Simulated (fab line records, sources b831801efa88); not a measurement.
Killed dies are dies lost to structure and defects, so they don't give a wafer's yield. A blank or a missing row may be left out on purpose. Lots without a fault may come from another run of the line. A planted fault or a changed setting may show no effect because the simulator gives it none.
Which tool did it? | flow gf180mcu | 12 lots, 36 wafers sampled, at 5 steps of a route of 602

WHAT THE GAUGES READ, wafer by wafer
GF_HV_LDD_TW_MEAS_38.
lot  | measured     | on            | HV_LDD_3_TW
L513 | day 11 19:49 | film_metro-02 | 1445 1462 1449
L514 | day 12 01:37 | film_metro-03 | 1454 1451 1450
L522 | day 14 10:12 | film_metro-03 | 1502 1502 1508 1513 1502 1512
L523 | day 14 15:01 | film_metro-02 | 1521 1518 1518 1515 1514 1515
L525 | day 15 07:25 | film_metro-03 | 1450 1446 1453
L529 | day 16 18:51 | film_metro-02 | 1451 1454 1464
L530 | day 17 00:51 | film_metro-02 | 1458 1461 1459
L532 | day 17 20:29 | film_metro-01 | 1436 1445 1440
L533 | day 18 00:45 | film_metro-01 | 1425 1423 1422
L534 | day 18 10:01 | film_metro-02 | 1454 1457 1454
L535 | day 18 15:45 | film_metro-02 | 1454 1457 1462
L536 | day 18 23:00 | film_metro-03 | 1436 1439 1434

GF_HV_LDD_RS_MEAS_53: measures by four-point-probe.
lot  | measured     | on            | HV_LDD_RS (ohm/sq)
L513 | day 12 15:04 | film_metro-03 | 416.6 417.3 417.0
L514 | day 12 21:39 | film_metro-02 | 419.0 418.2 416.2
L522 | day 15 07:20 | film_metro-02 | 408.1 410.1 409.2 408.8 409.6 408.8
L523 | day 15 12:14 | film_metro-02 | 408.8 409.7 409.1 408.3 408.8 409.2
L525 | day 16 05:40 | film_metro-02 | 415.6 416.0 416.9
L529 | day 17 17:55 | film_metro-03 | 417.0 417.3 417.7
L530 | day 18 00:50 | film_metro-03 | 414.5 416.6 415.7
L532 | day 18 19:43 | film_metro-02 | 419.7 419.4 419.4
L533 | day 19 00:25 | film_metro-03 | 417.0 417.2 417.6
L534 | day 19 10:29 | film_metro-02 | 417.7 417.2 417.4
L535 | day 19 16:43 | film_metro-03 | 418.3 417.8 417.8
L536 | day 20 00:50 | film_metro-01 | 417.4 418.9 418.1

GF_V1_OVL_MEAS_15.
lot  | measured     | on         | V1_OVL (nm)
L513 | day 18 08:31 | overlay-02 | 1 -3 0
L514 | day 18 17:20 | overlay-01 | 2 2 -6
L522 | day 21 13:07 | overlay-02 | 6 13 3
L523 | day 21 19:10 | overlay-01 | 6 3 11
L525 | day 22 11:36 | overlay-01 | -6 -6 -9
L529 | day 24 00:05 | overlay-02 | -12 -9 -12
L530 | day 24 06:28 | overlay-01 | 2 2 9
L532 | day 25 00:48 | overlay-01 | 2 -3 1
L533 | day 25 03:58 | overlay-01 | -7 -5 -6
L534 | day 25 13:16 | overlay-01 | 1 4 0
L535 | day 25 17:37 | overlay-01 | -6 0 0
L536 | day 26 02:22 | overlay-01 | 5 -5 2

WHICH TOOL RAN EACH LOT (tool, then ch and the chambers of the sampled wafers, then the start)
lot  | GF_HV_LDD_IMPLANT_34            | GF_M1_SPUTTER_00
L513 | implanter-01 ch 0, day 11 19:16 | pvd_sputter-03, day 16 08:50
L514 | implanter-04 ch 0, day 12 01:05 | pvd_sputter-03, day 16 16:50
L522 | implanter-02 ch 0, day 14 09:39 | pvd_sputter-04, day 19 10:27
L523 | implanter-02 ch 0, day 14 14:29 | pvd_sputter-01, day 19 17:05
L525 | implanter-04 ch 0, day 15 06:52 | pvd_sputter-03, day 20 10:53
L529 | implanter-04 ch 0, day 16 17:51 | pvd_sputter-04, day 22 00:57
L530 | implanter-01 ch 0, day 17 00:18 | pvd_sputter-04, day 22 06:23
L532 | implanter-01 ch 0, day 17 19:56 | pvd_sputter-01, day 23 02:25
L533 | implanter-04 ch 0, day 18 00:12 | pvd_sputter-04, day 23 05:37
L534 | implanter-02 ch 0, day 18 09:28 | pvd_sputter-03, day 23 16:13
L535 | implanter-04 ch 0, day 18 15:12 | pvd_sputter-01, day 23 21:07
L536 | implanter-02 ch 0, day 18 22:27 | pvd_sputter-04, day 24 04:38
- GF_HV_LDD_IMPLANT_34
- GF_M1_SPUTTER_00: material Ti, target thk 37.5 nm, time 150 s.

WHAT THE TOOLS THEMSELVES READ (means of the sampled wafers that have a number; where no wafer has one, the mark that the record gives instead)
GF_HV_LDD_IMPLANT_34.
lot  | tool         | dose_ions_cm2 | end_station_pressure_torr (Torr) | faraday_current_uA | tilt_deg (degrees)
L513 | implanter-01 | 7.505e+12     | 5.04e-06                         | 42.2               | 29.979
L514 | implanter-04 | 7.500e+12     | 5.04e-06                         | 42.4               | 29.976
L522 | implanter-02 | 1.107e+13     | 5.06e-06                         | 61.6               | 30.009
L523 | implanter-02 | 1.107e+13     | 5.13e-06                         | 63.8               | 30.008
L525 | implanter-04 | 7.494e+12     | 4.96e-06                         | 42.7               | 30.010
L529 | implanter-04 | 7.506e+12     | 4.94e-06                         | 42.7               | 29.991
L530 | implanter-01 | 7.500e+12     | 5.10e-06                         | 41.9               | 30.015
L532 | implanter-01 | 7.503e+12     | 5.10e-06                         | 42.4               | 30.006
L533 | implanter-04 | 7.493e+12     | 4.69e-06                         | 41.6               | 29.978
L534 | implanter-02 | 7.499e+12     | 5.09e-06                         | 42.3               | 29.985
L535 | implanter-04 | 7.490e+12     | 4.77e-06                         | 42.3               | 29.999
L536 | implanter-02 | 7.501e+12     | 5.13e-06                         | 41.8               | 29.998

GF_M1_SPUTTER_00.
lot  | tool           | throttle_valve_pct (%)
L513 | pvd_sputter-03 | 30.4
L514 | pvd_sputter-03 | 29.9
L522 | pvd_sputter-04 | 29.7
L523 | pvd_sputter-01 | 30.4
L525 | pvd_sputter-03 | 30.7
L529 | pvd_sputter-04 | 28.5
L530 | pvd_sputter-04 | 29.8
L532 | pvd_sputter-01 | 30.5
L533 | pvd_sputter-04 | 30.7
L534 | pvd_sputter-03 | 30.7
L535 | pvd_sputter-01 | 30.5
L536 | pvd_sputter-04 | 30.8

THE ANSWER, worked out from the rows above alone
Rule: what is usual is taken from the lots themselves. Put in order of their means at a reading, lots are off if they are a third of the lots or fewer, leave a main group of 4 or more, and stand apart from it by a gap of 3 or more times the standard deviation of the main group's means; of several such gaps the widest counts. A main group whose means are all the same, to the digits that the tables above print for the reading, isn't used. A lot without any number at a reading at which 4 lots or more have one is off too. The other lots that the step has rows for count as sound. The gauges are gone through in route order, then the tools' own readings, and for those a lot's mean is taken as printed above. The first step at which some lot is off is used, and at that step the reading that is off furthest; a lot without a number counts as furthest.
Off: L522, L523, at GF_HV_LDD_TW_MEAS_38 (HV_LDD_3_TW). The main group: mean 1448, standard deviation 11.
A tool fits if, at a process step before that reading, it ran every lot that is off, and no sound lot after the first of them. The gauges at GF_HV_LDD_TW_MEAS_38 aren't tried: what is off there is off at GF_HV_LDD_IMPLANT_34 too, on other tools, and a gauge's error can't cause that. None of those tried fits.

WHAT THE SIMULATOR HAD PUT IN
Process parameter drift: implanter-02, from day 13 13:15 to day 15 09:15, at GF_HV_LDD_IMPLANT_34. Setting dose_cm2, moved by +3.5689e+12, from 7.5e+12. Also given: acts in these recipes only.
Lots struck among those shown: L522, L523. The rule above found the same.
